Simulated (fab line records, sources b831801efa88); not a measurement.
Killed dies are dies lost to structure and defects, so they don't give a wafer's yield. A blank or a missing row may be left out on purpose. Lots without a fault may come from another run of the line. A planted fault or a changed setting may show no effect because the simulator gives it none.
Problem report in the 8D (eight disciplines) form, filled by code | flow sky130 | the parts of the form that need people (team, actions taken, sign-off) are left out

1. THE PROBLEM
VT_ADJUST_PCH_TW at SKY_VT_ADJUST_PCH_TW_MEAS_10 reads a mean of 115.0 on 6 wafers of 2 lots; wafers without a fault read 141.2 with a standard deviation of 1.3. That is -20 standard deviations from the usual mean.
First seen on wafer L565.1, day 16 12:45, on film_metro-04. The record holds 36 wafers of 12 lots with a number at this step. Rule for "out", or "out of limits": more than 4 standard deviations from the usual mean. The other wafers with a number count as sound.

2. WHAT IT IS AND WHAT IT IS NOT
question                    | is                           | is not
which readings at this step | VT_ADJUST_PCH_TW             | -
which lots                  | L565, L566                   | L546, L547, L549, L552, L554, L555, L562, L564, L567, L568
which wafers of those lots  | all that have a number       | -
read on which gauges        | film_metro-01, film_metro-04 | film_metro-02
when                        | from day 16 12:45            | up to then (24 sound wafers); but 6 sound wafers of L567, L568 came after

3. SUSPECTS, AND WHAT RULES EACH OUT
Counting: a tool at a process step up to the reading stays a suspect if it ran every lot that is out and no sound lot after the first of them.
- the gauge at SKY_VT_ADJUST_PCH_TW_MEAS_10: ruled out. The wafers that are out were read on 2 gauges (film_metro-01, film_metro-04).
- implanter-03 at SKY_VT_ADJUST_PCH_IMPLANT_08: kept. It ran every lot that is out, first L565 (day 16 12:30), and no sound lot after that; its last sound lot up to then is L562 (day 15 18:42). Its own readings are out on those wafers: dose_ions_cm2, faraday_current_uA.
Left after counting: implanter-03 at SKY_VT_ADJUST_PCH_IMPLANT_08.

4. THE CAUSE (what the simulator had put in)
Process parameter drift: implanter-03, from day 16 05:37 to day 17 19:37, at SKY_VT_ADJUST_PCH_IMPLANT_08. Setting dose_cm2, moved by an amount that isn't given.
Counting left only this tool.

5. THE CHAIN OF EFFECTS, in route order
Each row: a reading whose mean over the struck wafers that have a number lies more than 3 standard deviations from the usual. Only readings for which the record gives a usual standard deviation are gone through. hours: the time from each lot's start at the first step in this table that gives one to its start at this step, as a median over the lots. sigmas: the change in usual standard deviations.
hours | step                         | reading            | usual | on struck wafers | change | sigmas
0     | SKY_VT_ADJUST_PCH_IMPLANT_08 | dose_ions_cm2      | 5e+11 | 2e+11            | -3e+11 | -99 or more
0     | SKY_VT_ADJUST_PCH_IMPLANT_08 | faraday_current_uA | 2.82  | 1.23             | -1.59  | -31
0     | SKY_VT_ADJUST_PCH_TW_MEAS_10 | VT_ADJUST_PCH_TW   | 141.2 | 115.0            | -26.2  | -20
The process steps in it:
- SKY_VT_ADJUST_PCH_IMPLANT_08
Later measuring or inspecting steps at which every struck wafer that the step has a row for has a number for every such reading, and none has moved that far: SKY_CONTACT_CD_MEAS_14.

6. WHAT WOULD HAVE CAUGHT IT SOONER
In this record the first reading out of limits at a measuring or inspecting step was taken at day 16 12:45, 7 hours after the fault began at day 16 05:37.
The tool's own readings at SKY_VT_ADJUST_PCH_IMPLANT_08 were out on every struck wafer that the step has a row for (dose_ions_cm2, faraday_current_uA): an alarm limit on them would have fired on the first of those.
Of the lots that are out (2), L566 began SKY_VT_ADJUST_PCH_IMPLANT_08 on implanter-03 after day 16 12:45. A hold on the tool at that time would have spared it.
